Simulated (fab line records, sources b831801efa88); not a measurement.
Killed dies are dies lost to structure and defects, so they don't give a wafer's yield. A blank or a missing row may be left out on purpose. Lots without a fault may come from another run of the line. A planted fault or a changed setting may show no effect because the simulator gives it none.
Problem report in the 8D (eight disciplines) form, filled by code | flow sky130 | the parts of the form that need people (team, actions taken, sign-off) are left out

1. THE PROBLEM
CAPM_CVD_00_THK at SKY_CAPM_THK_MEAS_01 reads a mean of 17.10 nm on 6 wafers of 2 lots; wafers without a fault read 15.50 nm with a standard deviation of 0.22. That is +7.3 standard deviations from the usual mean.
First seen on wafer L338.1, day 39 14:19, on film_metro-03. The record holds 39 wafers of 13 lots with a number at this step. Rule for "out", or "out of limits": more than 4 standard deviations from the usual mean. The other wafers with a number count as sound.

2. WHAT IT IS AND WHAT IT IS NOT
question                    | is                     | is not
which readings at this step | CAPM_CVD_00_THK        | -
which lots                  | L338, L340             | L330, L343, L344, L345, L347, L348, L349, L350, L351, L352, L353
which wafers of those lots  | all that have a number | -
read on which gauges        | film_metro-03          | film_metro-01, film_metro-04
when                        | from day 39 14:19      | up to then (3 sound wafers); but 30 sound wafers of L343, L344, L345, L347, L348, L349, L350, L351, L352, L353 came after

3. SUSPECTS, AND WHAT RULES EACH OUT
Counting: a tool at a process step up to the reading stays a suspect if it ran every lot that is out and no sound lot after the first of them.
- the gauge at SKY_CAPM_THK_MEAS_01: kept. All the wafers that are out were read on film_metro-03, and no step on other tools shows them out.
- pvd_sputter-02 at SKY_METAL3_SPUTTER_03 (material Ti, target thk 5 nm, time 3.3 s): ruled out as a lasting fault. Sound lots L348, L349, L352 ran on it after its first lot that is out, L338 (day 39 14:13).
Left after counting: film_metro-03 at SKY_CAPM_THK_MEAS_01.

4. THE CAUSE (what the simulator had put in)
Metrology matching offset: film_metro-03, from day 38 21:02 on, at SKY_CAPM_THK_MEAS_01. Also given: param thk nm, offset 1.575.
Counting left only this tool.

5. THE CHAIN OF EFFECTS, in route order
Each row: a reading whose mean over the struck wafers that have a number lies more than 3 standard deviations from the usual. Only readings for which the record gives a usual standard deviation are gone through. hours: the time from each lot's start at the first step in this table that gives one to its start at this step, as a median over the lots. sigmas: the change in usual standard deviations.
hours | step                 | reading         | usual    | on struck wafers | change | sigmas
0     | SKY_CAPM_THK_MEAS_01 | CAPM_CVD_00_THK | 15.50 nm | 17.10            | +1.60  | +7.3

6. WHAT WOULD HAVE CAUGHT IT SOONER
In this record the first reading out of limits at a measuring or inspecting step was taken at day 39 14:19, 17 hours after the fault began at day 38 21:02.
